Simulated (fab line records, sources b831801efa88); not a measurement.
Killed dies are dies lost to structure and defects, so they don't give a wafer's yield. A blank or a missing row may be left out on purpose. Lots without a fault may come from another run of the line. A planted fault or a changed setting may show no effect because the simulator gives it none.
Problem report in the 8D (eight disciplines) form, filled by code | flow sky130 | the parts of the form that need people (team, actions taken, sign-off) are left out

1. THE PROBLEM
VIA4_W_RS at SKY_VIA4_RS_MEAS_19 reads a mean of 0.1892 ohm/sq on 3 wafers of 2 lots; wafers without a fault read 0.2313 ohm/sq with a standard deviation of 0.0025. That is -17 standard deviations from the usual mean.
The step: measures by four-point-probe.
First seen on wafer L529.1, day 46 22:04, on film_metro-01. The record holds 30 wafers of 10 lots with a number at this step. Rule for "out", or "out of limits": more than 4 standard deviations from the usual mean. The other wafers with a number count as sound.

2. WHAT IT IS AND WHAT IT IS NOT
question                    | is                           | is not
which readings at this step | VIA4_W_RS                    | -
which lots                  | L529, L532                   | L515, L518, L522, L528, L534, L535, L536, L537
which wafers of those lots  | L529.1, L529.4, L532.4       | L529.3, L532.2, L532.5
read on which gauges        | film_metro-01, film_metro-04 | film_metro-03
when                        | from day 46 22:04            | up to then (13 sound wafers); but 14 sound wafers of L532, L534, L535, L536, L537 came after

3. SUSPECTS, AND WHAT RULES EACH OUT
Counting: a tool at a process step up to the reading stays a suspect if it ran every lot that is out. Sound lots after the first of them don't rule it out here, since some wafers of a struck lot are sound.
- the gauge at SKY_VIA4_RS_MEAS_19: ruled out. The wafers that are out were read on 2 gauges (film_metro-01, film_metro-04).
- cvd_w-01 at SKY_VIA4_CVD_18 (deposits W, target thk 505 nm, time 152.14 s): kept. It ran every lot that is out, first L529 (day 46 21:55); its last sound lot up to then is L528 (day 46 14:02). Its own readings are out on those wafers: susceptor_temp_C.
- Within cvd_w-01 at SKY_VIA4_CVD_18: the wafers that are out ran in chamber 0; their sound lot-mates ran in chamber 1.
Left after counting: cvd_w-01 at SKY_VIA4_CVD_18.

4. THE CAUSE (what the simulator had put in)
Process parameter drift: cvd_w-01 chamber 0, from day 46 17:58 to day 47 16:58, at SKY_VIA4_CVD_18. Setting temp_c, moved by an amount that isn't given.
Counting left only this tool.

5. THE CHAIN OF EFFECTS, in route order
Each row: a reading whose mean over the struck wafers that have a number lies more than 3 standard deviations from the usual. Only readings for which the record gives a usual standard deviation are gone through. hours: the time from each lot's start at the first step in this table that gives one to its start at this step, as a median over the lots. sigmas: the change in usual standard deviations.
hours | step                 | reading            | usual         | on struck wafers | change  | sigmas
0     | SKY_VIA4_CVD_18      | susceptor_temp_C   | 400.05 C      | 410.93           | +10.88  | +45
0     | SKY_VIA4_RS_MEAS_19  | VIA4_W_RS          | 0.2313 ohm/sq | 0.1892           | -0.0421 | -17
3     | SKY_VIA4_THK_MEAS_20 | VIA4_W_THK         | 514 nm        | 635              | +121    | +19
11    | SKY_VIA4_CMP_21      | time_to_endpoint_s | 121 s         | 148              | +27     | +5.9
The process steps in it:
- SKY_VIA4_CVD_18: deposits W, target thk 505 nm, time 152.14 s.
- SKY_VIA4_CMP_21: polishes, stops on SiO2, t overpolish 25 s, target thk 0 nm.

6. WHAT WOULD HAVE CAUGHT IT SOONER
In this record the first reading out of limits at a measuring or inspecting step was taken at day 46 22:04, 4 hours after the fault began at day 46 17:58.
The tool's own readings at SKY_VIA4_CVD_18 were out on every struck wafer that the step has a row for (susceptor_temp_C): an alarm limit on them would have fired on the first of those.
Of the lots that are out (2), L532 began SKY_VIA4_CVD_18 on cvd_w-01 after day 46 22:04. A hold on the tool at that time would have spared it.
